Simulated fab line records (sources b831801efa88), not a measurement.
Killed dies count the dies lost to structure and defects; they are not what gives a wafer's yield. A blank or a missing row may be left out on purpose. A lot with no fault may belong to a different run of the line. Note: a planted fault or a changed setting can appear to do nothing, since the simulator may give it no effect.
Which of the tools did it? + flow sky130 + 18 wafers from 6 lots sampled at 3 of the route's 708 steps

## WHAT THE GAUGES READ, wafer by wafer
SKY_VT_ADJUST_PCH_OVL_MEAS_07.
| lot  | measured     | on         | VT_ADJUST_PCH_OVL (nm) |
|------|--------------|------------|------------------------|
| L389 | day 10 21:34 | overlay-02 | 0.6 0.3 0.2            |
| L394 | day 12 21:29 | overlay-02 | 0.2 -0.9 0.4           |
| L397 | day 13 08:37 | overlay-01 | 1.3 2.5 0.8            |
| L400 | day 15 02:46 | overlay-02 | -1.2 -1.2 -2.2         |
| L406 | day 16 08:50 | overlay-02 | -0.4 -0.5 -0.1         |
| L409 | day 17 14:55 | overlay-02 | -2.5 -1.7 -0.4         |

## EACH LOT AND THE TOOL THAT RAN IT (in order: tool; ch and the chambers of the sampled wafers; start)
| lot  | SKY_NWELL_IMPLANT_24            | SKY_VT_ADJUST_LVTN_STRIP_09          |
|------|---------------------------------|--------------------------------------|
| L389 | implanter-01 ch 0, day 5 19:28  | plasma asher-02 ch 0,1, day 7 08:54  |
| L394 | implanter-04 ch 0, day 7 07:41  | plasma asher-02 ch 0,1, day 9 01:05  |
| L397 | implanter-01 ch 0, day 7 15:06  | plasma asher-02 ch 0,1, day 9 09:30  |
| L400 | implanter-03 ch 0, day 9 01:14  | plasma asher-02 ch 0,1, day 10 22:27 |
| L406 | implanter-03 ch 0, day 10 00:08 | plasma asher-03 ch 0,1, day 11 23:57 |
| L409 | implanter-03 ch 0, day 11 00:28 | plasma asher-02 ch 0,1, day 13 02:03 |
- SKY_NWELL_IMPLANT_24
- SKY_VT_ADJUST_LVTN_STRIP_09: strips in O2/N2.

## THE ANSWER, worked out from the rows above alone
Rule: what is usual is taken from the lots themselves. The widest of any qualifying gaps counts: lots, ordered by their means at a reading, are off when they make up no more than a third of the lots, leave a main group of 4 or more, and stand apart from it by 3 or more times the standard deviation of that group's means. A main group is skipped when, at the precision printed for the reading in the tables above, its means are all equal. A lot without any number at a reading at which 4 lots or more have one is off too. All remaining lots with rows at the step are treated as sound.
None of the lots is off at any reading shown; this tells nothing.

## WHAT THE SIMULATOR PUT IN
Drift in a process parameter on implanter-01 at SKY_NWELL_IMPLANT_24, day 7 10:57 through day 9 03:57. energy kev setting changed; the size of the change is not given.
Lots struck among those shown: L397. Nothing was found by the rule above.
